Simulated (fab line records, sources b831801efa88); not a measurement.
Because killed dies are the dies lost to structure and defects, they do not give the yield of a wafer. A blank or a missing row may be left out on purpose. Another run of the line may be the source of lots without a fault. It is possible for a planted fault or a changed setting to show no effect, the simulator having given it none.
Matching of chambers | flow sky130 | SKY_METAL3_ETCH_17 on rieDiel-02: 4 sister chambers
The step etches SiO2 in C4F8/O2/Ar, stops on TiN, time 3.9 s, target depth 15 nm. 7 wafers are shown with their chamber, then 7 later ones without.

## WAFERS PAIRED WITH THEIR CHAMBERS
wafer  | chamber | biasW (W) | oesProductAu (a.u.)
L729.6 | 3       | 1199      | 0.756
L732.2 | 0       | 1201      | 0.756
L732.3 | 3       | 1201      | 0.764
L739.2 | 1       | 1207      | 0.750
L739.6 | 2       | 1193      | 0.746
L740.1 | 2       | 1200      | 0.754
L740.2 | 0       | 1201      | 0.745

## WAFERS MISSING THEIR CHAMBER
wafer  | biasW (W) | oesProductAu (a.u.)
L740.4 | 1202      | 0.754
L746.3 | 1199      | 0.749
L746.4 | 1198      | 0.756
L746.6 | 1204      | 0.760
L747.4 | 1200      | 0.762
L747.5 | 1201      | 0.755
L747.6 | 1203      | 0.753

## WHICH CHAMBER EACH WENT THROUGH
wafer  | from the rows above               | in truth
L740.4 | can't be placed: 0 or 3 or 1 or 2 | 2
L746.3 | can't be placed: 0 or 2 or 3 or 1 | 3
L746.4 | can't be placed: 3 or 2 or 0      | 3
L746.6 | can't be placed: 3 or 0 or 1 or 2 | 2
L747.4 | can't be placed: 3 or 0 or 2      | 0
L747.5 | can't be placed: 0 or 3 or 2 or 1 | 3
L747.6 | can't be placed: 0 or 1 or 3 or 2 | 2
Correctly placed: 0 of 7. Cannot be placed on the basis of these rows: 7; the candidates contain the true chamber in 7. Number placed wrongly: 0.
How it was worked out, from the rows above alone: a wafer's distance from a chamber is the root of the sum, over the readings, of the square of ((its reading less the chamber's mean) divided by the reading's scatter). If the next closest chamber is less than 2 further off than the closest, the wafer can't be placed; otherwise it belongs to the closest. For every chamber, the mean is computed from those of its wafers that are shown. How the scatter is found: for the shown wafers, subtract from each reading the mean of its chamber, square and add these, divide the total by (wafers less chambers), then take the root.
